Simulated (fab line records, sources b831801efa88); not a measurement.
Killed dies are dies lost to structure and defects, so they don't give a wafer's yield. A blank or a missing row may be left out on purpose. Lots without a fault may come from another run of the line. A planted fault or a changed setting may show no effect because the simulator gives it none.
fab line records | flow gf180mcu | part 2 of 2: steps 32 to 43 of 43
record lots=5 wafers=15 last_day=32
route steps=602 shown MVPSD@81 VT_IMPLANT@90
lots that met no fault: from a run of the same line without faults
start_h: hours from the record's first day to the start of the lot's first wafer shown | wait_h: hours since the lot's step before | " the same as in the row above | L1.1+2: a row that stands for several wafers | - no value, or no start given | * or withheld: withheld | < > ~ a bound
route shown NAME@n: a module of which the file shows steps, and the number in the route of the first | usual: mean/standard deviation of fault-free wafers | same: alike in all rows | chamber/n: place in a boat | sites: the reading at each site | _std_site: their standard deviation | _edge_site: outer sites' mean less inner sites' | radius_mm: how far each site lies from the wafer's centre | mask NAME#n: copy n | behind: the tool/chamber that last shaped the wafer | hold: why the lot was held/for how many hours/how that ended | device: the transistor (n, p or np) that didn't switch | end of line: the same wafers' tests at the end of the route | a step without rows: its recipe alone | killed: dies lost to structure and defects at the first sort, not the wafer's yield | map: a wafer's dies, x killed, . not, _ none there
set.NAME: the setting as run; set.NAME@STEP: as run at that earlier step | model.NAME: the simulator's own value behind a step, which no gauge read
lots at some steps of the route; a table a step, a row a wafer
services: from which hour (start_h, from the record's first day; less than 0 if before it) a tool's chamber was out of use, for how many hours, and why
## steps
# step GF_VT_IMPLANT_DEHYDRATE_22
# recipe temp_c=200 time_s=60
# columns lot.wafer tool chamber start_h wait_h
L074.1+4+6 litho_track-02 0 133.86 7.3
L078.1+4+5 litho_track-03 0 159.23 6.9
L082.1+2+5 litho_track-04 0 186.96 7.0
L084.2+5+6 litho_track-04 0 195.28 7.3
L089.1+3+6 litho_track-03 0 229.63 8.6
# step GF_VT_IMPLANT_HMDS_23
# recipe prime_time_s=60 prime_temp_c=120
# columns lot.wafer tool chamber start_h wait_h
L074.1+4+6 litho_track-02 0 134.01 0.1
L078.1+4+5 litho_track-03 0 159.38 0.1
L082.1+2+5 litho_track-04 0 187.11 0.1
L084.2+5+6 litho_track-04 0 195.43 0.1
L089.1+3+6 litho_track-03 0 229.78 0.1
# step GF_VT_IMPLANT_COAT_24
# recipe resist=NOVOLAK spin_rpm=3000 resist_thk_nm=1000
# columns lot.wafer tool chamber start_h wait_h
L074.1+4+6 litho_track-02 0 134.16 0.1
L078.1+4+5 litho_track-03 0 159.53 0.1
L082.1+2+5 litho_track-04 0 187.26 0.1
L084.2+5+6 litho_track-04 0 195.58 0.1
L089.1+3+6 litho_track-03 0 229.93 0.1
# step GF_VT_IMPLANT_SOFTBAKE_25
# recipe temp_c=90 time_s=60 resist=NOVOLAK
# columns lot.wafer tool chamber start_h wait_h
L074.1+4+6 litho_track-02 0 134.31 0.1
L078.1+4+5 litho_track-03 0 159.68 0.1
L082.1+2+5 litho_track-04 0 187.41 0.1
L084.2+5+6 litho_track-04 0 195.73 0.1
L089.1+3+6 litho_track-03 0 230.08 0.1
# step GF_VT_IMPLANT_EXPOSE_26
# recipe mask_id=LVPWELL_HV_AREA target_cd_nm=860 na=0.6 source_shape=conventional sigma_outer=0.6 dose_mj=140
# usual stage_vel_mm_s=499.97/0.25
# columns lot.wafer tool chamber start_h wait_h mask stage_vel_mm_s
L074.1 iline_stepper-01 0 - - LVPWELL_HV_AREA#0 499.86
L074.4 " 0 " " LVPWELL_HV_AREA#0 499.97
L074.6 " 0 " " LVPWELL_HV_AREA#0 499.93
L078.1 iline_stepper-02 0 - - LVPWELL_HV_AREA#0 500.32
L078.4 " 0 " " LVPWELL_HV_AREA#0 500.15
L078.5 " 0 " " LVPWELL_HV_AREA#0 500.50
L082.1 iline_stepper-02 0 - - LVPWELL_HV_AREA#0 500.14
L082.2 " 0 " " LVPWELL_HV_AREA#0 499.90
L082.5 " 0 " " LVPWELL_HV_AREA#0 500.19
L084.2 iline_stepper-02 0 - - LVPWELL_HV_AREA#0 499.26
L084.5 " 0 " " LVPWELL_HV_AREA#0 499.99
L084.6 " 0 " " LVPWELL_HV_AREA#0 499.83
L089.1 iline_stepper-01 0 - - LVPWELL_HV_AREA#0 500.14
L089.3 " 0 " " LVPWELL_HV_AREA#0 499.76
L089.6 " 0 " " LVPWELL_HV_AREA#0 499.96
# step GF_VT_IMPLANT_PEB_27
# recipe temp_c=withheld time_s=* resist=NOVOLAK
# columns lot.wafer tool chamber start_h wait_h
L074.1+4+6 litho_track-03 0 - -
L078.1+4+5 litho_track-03 0 - -
L082.1+2+5 litho_track-02 0 - -
L084.2+5+6 litho_track-02 0 - -
L089.1+3+6 litho_track-03 0 - -
# step GF_VT_IMPLANT_DEVELOP_28
# recipe develop_time_s=60 dev_temp_c=23
# columns lot.wafer tool chamber start_h wait_h
L074.1+4+6 litho_track-03 0 141.48 0.1
L078.1+4+5 litho_track-03 0 167.73 0.1
L082.1+2+5 litho_track-02 0 195.36 0.1
L084.2+5+6 litho_track-02 0 204.19 0.1
L089.1+3+6 litho_track-03 0 239.23 0.1
# step GF_VT_IMPLANT_OVL_MEAS_29
# usual VT_IMPLANT_02_OVL=0.6/1.2
# columns lot.wafer tool chamber start_h wait_h VT_IMPLANT_02_OVL[nm]
L074.1 overlay-01 - 141.63 0.1 -1.0
L074.4 " - " " -0.9
L074.6 " - " " -1.7
L078.1 overlay-01 - 167.88 0.1 0.2
L078.4 " - " " -0.4
L078.5 " - " " 0.9
L082.1 overlay-02 - 195.51 0.1 1.0
L082.2 " - " " 2.1
L082.5 " - " " 2.4
L084.2 overlay-02 - 204.32 0.1 -0.1
L084.5 " - " " 0.2
L084.6 " - " " -0.2
L089.1 overlay-02 - 239.38 0.1 1.9
L089.3 " - " " -1.2
L089.6 " - " " -1.0
# step GF_VT_IMPLANT_IMPLANT_30
# recipe species=B energy_kev=25 dose_cm2=2.534e+12 tilt_deg=7
# columns lot.wafer tool chamber start_h wait_h
L074.1+4+6 implanter-02 0 141.67 0.0
L078.1+4+5 implanter-03 0 167.92 0.0
L082.1+2+5 implanter-02 0 195.55 0.0
L084.2+5+6 implanter-03 0 204.37 0.0
L089.1+3+6 implanter-02 0 239.42 0.0
# step GF_VT_IMPLANT_STRIP_31
# recipe chemistry=O2/N2 power_w=1400 pressure_mtorr=1500 platen_temp_c=250 o2_flow_sccm=3000 n2_flow_sccm=300 overash_fraction=0.5
# usual drypump_motor_current_A=6.0/0.63 heater_power_w=333/40 oes_product_au=0.716/0.0046 platen_temp_c=250.01/0.19 strip_time_to_endpoint_s=12.610/0.029
# columns lot.wafer tool chamber start_h wait_h drypump_motor_current_A heater_power_w oes_product_au platen_temp_c rf_hours_counter_h strip_time_to_endpoint_s
L074.1 plasma_asher-01 1 141.82 0.1 5.8 377 0.713 249.94 36 12.655
L074.4 " 0 " " 6.6 264 0.714 250.25 - 12.636
L074.6 " 0 " " 6.6 255 0.714 250.01 - 12.625
L078.1 plasma_asher-04 0 168.07 0.1 6.7 337 0.714 249.89 51 12.632
L078.4 " 0 " " 6.7 335 0.717 249.89 - 12.596
L078.5 " 0 " " 6.8 339 0.714 250.05 - 12.638
L082.1 plasma_asher-04 1 195.70 0.1 5.3 308 0.725 249.96 55 12.595
L082.2 " 0 " " 6.7 341 0.720 250.20 55 12.585
L082.5 " 0 " " 6.7 333 0.714 250.01 - 12.591
L084.2 plasma_asher-02 1 204.50 0.1 6.2 371 0.713 249.97 10 12.598
L084.5 " 0 " " 5.1 354 0.719 249.99 - 12.582
L084.6 " 1 " " 6.2 374 0.714 250.22 - 12.585
L089.1 plasma_asher-04 1 239.57 0.1 5.3 318 0.710 250.35 60 12.602
L089.3 " 1 " " 5.3 311 0.725 250.20 - 12.620
L089.6 " 1 " " 5.3 311 0.712 250.20 - 12.621
# step GF_VT_IMPLANT_TW_MEAS_32
# usual VT_IMPLANT_3_TW=267.7/1.5
# columns lot.wafer tool chamber start_h wait_h VT_IMPLANT_3_TW
L074.1 film_metro-04 - 141.92 0.1 267.3
L074.4 " - " " 267.0
L074.6 " - " " 266.4
L078.1 film_metro-02 - 168.17 0.1 269.7
L078.4 " - " " 268.2
L078.5 " - " " 269.7
L082.1 film_metro-01 - 195.80 0.1 268.7
L082.2 " - " " 267.4
L082.5 " - " " 268.4
L084.2 film_metro-01 - 204.61 0.1 268.2
L084.5 " - " " 267.1
L084.6 " - " " 269.4
L089.1 film_metro-01 - 239.67 0.1 266.5
L089.3 " - " " 268.3
L089.6 " - " " 266.0
# step GF_VT_IMPLANT_DEHYDRATE_33
# recipe temp_c=200 time_s=60
# columns lot.wafer tool chamber start_h wait_h
L074.1+4+6 litho_track-03 0 149.13 7.2
L078.1+4+5 litho_track-02 0 175.36 7.2
L082.1+2+5 litho_track-02 0 203.41 7.6
L084.2+5+6 litho_track-02 0 213.04 8.4
L089.1+3+6 litho_track-04 0 247.95 8.3
## services
# columns tool chamber start_h hours kind
plasma_asher-01 - 89.64 9.4 repair
plasma_asher-04 - 98.58 14.6 pm
plasma_asher-01 - 98.93 2.6 repair
implanter-04 - 102.47 4.4 repair
plasma_asher-02 - 108.75 9.0 pm
plasma_asher-02 0 108.75 9.0 vent_cycle
plasma_asher-02 1 108.75 9.0 vent_cycle
plasma_asher-03 - 113.18 14.6 pm
implanter-01 - 115.00 0.9 repair
plasma_asher-02 0 117.75 - clean
plasma_asher-02 1 117.75 - clean
implanter-04 - 134.19 12.7 repair
implanter-01 - 151.88 1.4 repair
iline_stepper-01 - 152.58 12.7 repair
plasma_asher-01 - 172.86 24.5 repair
plasma_asher-03 - 183.21 3.0 repair
implanter-01 - 187.36 35.9 pm
implanter-03 - 197.99 3.6 pm
plasma_asher-01 - 202.65 2.8 pm
implanter-01 - 223.26 8.5 pm
iline_stepper-02 - 224.81 1.7 pm
iline_stepper-01 - 238.49 1.7 pm
iline_stepper-01 - 245.79 2.1 pm
iline_stepper-01 - 247.87 - consumable_replace:lamp
